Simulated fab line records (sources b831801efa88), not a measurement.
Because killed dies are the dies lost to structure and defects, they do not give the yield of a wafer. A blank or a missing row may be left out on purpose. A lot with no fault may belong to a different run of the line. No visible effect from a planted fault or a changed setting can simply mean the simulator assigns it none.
Tool commonality check || flow gf180mcu || Sample size 14 lots and 42 wafers

WHAT PROMPTED THE OPENING
Of 14 lots, 2 have the reading MVSD_RS flagged at GF_VT_IMPLANT_RS_MEAS_46. Wafers without a fault read 456.3 ohm/sq, standard deviation 1.1.
Rule: flag the lot when none of its wafers has a number, or when each of its wafers that has one lies beyond 4 standard deviations from that mean. The rest of the lots are taken to be sound.

{"lot": "L577", "measured": "day 7 15:01", "on": "film_metro-02", "MVSD_RS (ohm/sq), wafer by wafer": "456.8 456.5 455.3", "flag": ""}
{"lot": "L579", "measured": "day 8 09:11", "on": "film_metro-01", "MVSD_RS (ohm/sq), wafer by wafer": "456.7 456.2 456.7", "flag": ""}
{"lot": "L581", "measured": "day 8 18:07", "on": "film_metro-01", "MVSD_RS (ohm/sq), wafer by wafer": "457.5 456.9 457.5", "flag": ""}
{"lot": "L582", "measured": "day 9 05:59", "on": "film_metro-03", "MVSD_RS (ohm/sq), wafer by wafer": "456.4 455.3 457.2", "flag": ""}
{"lot": "L584", "measured": "day 9 17:53", "on": "film_metro-02", "MVSD_RS (ohm/sq), wafer by wafer": "456.0 456.6 455.9", "flag": ""}
{"lot": "L585", "measured": "day 9 18:06", "on": "film_metro-01", "MVSD_RS (ohm/sq), wafer by wafer": "458.7 458.7 458.8", "flag": ""}
{"lot": "L586", "measured": "day 9 22:53", "on": "film_metro-02", "MVSD_RS (ohm/sq), wafer by wafer": "455.1 456.6 456.0", "flag": ""}
{"lot": "L588", "measured": "day 10 16:15", "on": "film_metro-03", "MVSD_RS (ohm/sq), wafer by wafer": "454.3 454.8 454.0", "flag": ""}
{"lot": "L589", "measured": "day 10 20:08", "on": "film_metro-02", "MVSD_RS (ohm/sq), wafer by wafer": "456.8 457.4 456.8", "flag": ""}
{"lot": "L593", "measured": "day 11 21:08", "on": "film_metro-03", "MVSD_RS (ohm/sq), wafer by wafer": "456.2 457.0 456.2", "flag": ""}
{"lot": "L597", "measured": "day 13 02:22", "on": "film_metro-02", "MVSD_RS (ohm/sq), wafer by wafer": "466.8 466.5 466.2", "flag": "FLAGGED"}
{"lot": "L598", "measured": "day 13 11:15", "on": "film_metro-03", "MVSD_RS (ohm/sq), wafer by wafer": "467.9 467.0 468.6", "flag": "FLAGGED"}
{"lot": "L599", "measured": "day 13 19:21", "on": "film_metro-01", "MVSD_RS (ohm/sq), wafer by wafer": "456.2 455.5 457.3", "flag": ""}
{"lot": "L600", "measured": "day 13 23:39", "on": "film_metro-03", "MVSD_RS (ohm/sq), wafer by wafer": "455.5 457.3 456.4", "flag": ""}
The mean of the flagged lots' numbers is 467.2 ohm/sq, +10.9 ohm/sq from the usual (+10 standard deviations).

WHICH TOOL EACH LOT WENT THROUGH
The record keeps 1 process step preceding the reading, out of 602 steps on the route. Every cell lists first the tool, next ch and the chambers used by the sampled wafers, and last the start.
{"lot": "L577", "flag": "", "GF_MVSD_IMPLANT_08": "implanter-03 ch 0, day 4 10:16"}
{"lot": "L579", "flag": "", "GF_MVSD_IMPLANT_08": "implanter-03 ch 0, day 5 03:41"}
{"lot": "L581", "flag": "", "GF_MVSD_IMPLANT_08": "implanter-02 ch 0, day 5 10:27"}
{"lot": "L582", "flag": "", "GF_MVSD_IMPLANT_08": "implanter-04 ch 0, day 5 21:47"}
{"lot": "L584", "flag": "", "GF_MVSD_IMPLANT_08": "implanter-03 ch 0, day 6 08:26"}
{"lot": "L585", "flag": "", "GF_MVSD_IMPLANT_08": "implanter-02 ch 0, day 6 09:10"}
{"lot": "L586", "flag": "", "GF_MVSD_IMPLANT_08": "implanter-02 ch 0, day 6 13:06"}
{"lot": "L588", "flag": "", "GF_MVSD_IMPLANT_08": "implanter-03 ch 0, day 7 02:42"}
{"lot": "L589", "flag": "", "GF_MVSD_IMPLANT_08": "implanter-02 ch 0, day 7 06:47"}
{"lot": "L593", "flag": "", "GF_MVSD_IMPLANT_08": "implanter-04 ch 0, day 8 04:59"}
{"lot": "L597", "flag": "FLAGGED", "GF_MVSD_IMPLANT_08": "implanter-02 ch 0, day 9 06:48"}
{"lot": "L598", "flag": "FLAGGED", "GF_MVSD_IMPLANT_08": "implanter-02 ch 0, day 9 11:59"}
{"lot": "L599", "flag": "", "GF_MVSD_IMPLANT_08": "implanter-04 ch 0, day 9 20:49"}
{"lot": "L600", "flag": "", "GF_MVSD_IMPLANT_08": "implanter-03 ch 0, day 10 00:55"}
What is done by these steps:
- GF_MVSD_IMPLANT_08
- GF_VT_IMPLANT_RS_MEAS_46: measures by four-point-probe.

FLAGGED AGAINST TOTAL, ONE TOOL AT A TIME (gauges that did the reading follow at the end)
{"step": "GF_MVSD_IMPLANT_08", "tool": "implanter-02", "lots run": 6, "flagged": 2, "share of the flagged lots": "all", "sound lots run after its first flagged lot": 0}
{"step": "GF_MVSD_IMPLANT_08", "tool": "implanter-03", "lots run": 5, "flagged": 0, "share of the flagged lots": "none", "sound lots run after its first flagged lot": "-"}
{"step": "GF_MVSD_IMPLANT_08", "tool": "implanter-04", "lots run": 3, "flagged": 0, "share of the flagged lots": "none", "sound lots run after its first flagged lot": "-"}
{"step": "GF_VT_IMPLANT_RS_MEAS_46", "tool": "film_metro-01", "lots run": 4, "flagged": 0, "share of the flagged lots": "none", "sound lots run after its first flagged lot": "-"}
{"step": "GF_VT_IMPLANT_RS_MEAS_46", "tool": "film_metro-02", "lots run": 5, "flagged": 1, "share of the flagged lots": "some", "sound lots run after its first flagged lot": 0}
{"step": "GF_VT_IMPLANT_RS_MEAS_46", "tool": "film_metro-03", "lots run": 5, "flagged": 1, "share of the flagged lots": "some", "sound lots run after its first flagged lot": "1 (L600)"}

WHAT THE TABLE ALLOWS
1 row of the table ran every flagged lot: implanter-02 at GF_MVSD_IMPLANT_08.
- implanter-02 at GF_MVSD_IMPLANT_08: 2 of its 6 lots flagged. It ran its last sound lot, L589, at day 7 06:47 and its first flagged lot, L597, at day 9 06:48: a fault with its onset between the two fits. Its own readings (beam_energy_keV) fall more than 4 standard deviations out on all wafers of the flagged lots.
One tool is left: implanter-02 at GF_MVSD_IMPLANT_08.

WHAT THE SIMULATOR HAD INSERTED
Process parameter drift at GF_MVSD_IMPLANT_08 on implanter-02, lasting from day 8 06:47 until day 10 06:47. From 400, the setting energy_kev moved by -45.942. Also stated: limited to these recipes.
Struck lots among those shown: L597, L598. This agrees with what the rule above found.
